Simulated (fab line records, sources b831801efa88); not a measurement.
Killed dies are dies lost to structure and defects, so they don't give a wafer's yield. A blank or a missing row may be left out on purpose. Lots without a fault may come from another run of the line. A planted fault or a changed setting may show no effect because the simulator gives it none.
One fault seen from 2 desks | flow sfq_line | each desk has only its own numbers; what lay behind them comes last

THE METROLOGY DESK
What the gauges read, lot by lot, whatever tool the lot ran on: means of the sampled wafers that have a number. A lot is out of limits, marked OUT, if its mean lies more than 4 standard deviations from the usual mean; the brackets give that distance.
Columns: A = M2_NB_RS at SFQ_M2_RS_MEAS_914, usual 0.892 ohm/sq; B = M4_NB_RS at SFQ_M4_RS_MEAS_924, usual 0.890 ohm/sq
lot  | first seen here | A     | B
L136 | day 23 19:25    | 0.892 | 0.888
L137 | day 24 01:23    | 0.882 | 0.896
L139 | day 24 21:47    | 0.886 | 0.889
L140 | day 25 00:11    | 0.891 | 0.890
L142 | day 25 23:00    | 0.891 | 0.891
L143 | day 26 15:48    | 0.881 | 0.896
L145 | day 27 13:31    | 0.886 | 0.892
L146 | day 28 10:13    | 0.895 | 0.887
L147 | day 29 05:33    | 0.893 | 0.881
L150 | day 30 14:22    | 0.892 | 0.890
L153 | day 30 21:19    | 0.899 | 0.941 (+4.6) OUT
L155 | day 31 03:20    | 0.894 | 0.941 (+4.6) OUT
L158 | day 31 10:29    | 0.888 | 0.911
L159 | day 33 23:50    | 0.897 | 0.879
This desk's finding: out of limits on L153, L155; first on L153, day 49 12:26 (M4_NB_RS at SFQ_M4_RS_MEAS_924). In limits: L136, L137, L139, L140, L142, L143, L145, L146, L147, L150, L158, L159.

THE TOOL OWNER'S DESK: pvd_sputter-04
The tool's own readings at SFQ_TRILAYER_M4_DEP_SPUTTER_091 (material Nb, target thk 200 nm, time 133.3 s): means of the sampled wafers that have a number, for each lot that ran on this tool. A lot is out of limits, marked OUT, if its mean lies more than 4 standard deviations from the usual mean; the brackets give that distance.
Columns: A = throttle_valve_pct at SFQ_TRILAYER_M4_DEP_SPUTTER_091, usual 30.3 %
lot  | first seen here | A
L137 | day 43 15:09    | 30.5
L140 | day 44 13:36    | 30.5
L146 | day 48 00:24    | 30.0
L153 | day 49 12:19    | 30.1
L155 | day 49 19:31    | 30.3
This desk's finding: nothing out of limits on any of the 5 lots.

PUT TOGETHER
The metrology desk could have raised an alarm at day 49 12:26, on L153, L155.
The tool owner's desk saw nothing out of limits.
The tool owner's desk has L153, L155 on record, within its limits.
Of the lots named, all ran SFQ_TRILAYER_M4_DEP_SPUTTER_091 on pvd_sputter-04.

WHAT THE SIMULATOR HAD PUT IN
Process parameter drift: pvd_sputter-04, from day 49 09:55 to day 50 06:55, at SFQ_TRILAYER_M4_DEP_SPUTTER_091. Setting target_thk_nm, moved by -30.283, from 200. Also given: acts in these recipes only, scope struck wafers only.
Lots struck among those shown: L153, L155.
Hours from the fault's start to each desk's first reading out of limits: the metrology desk, 3.
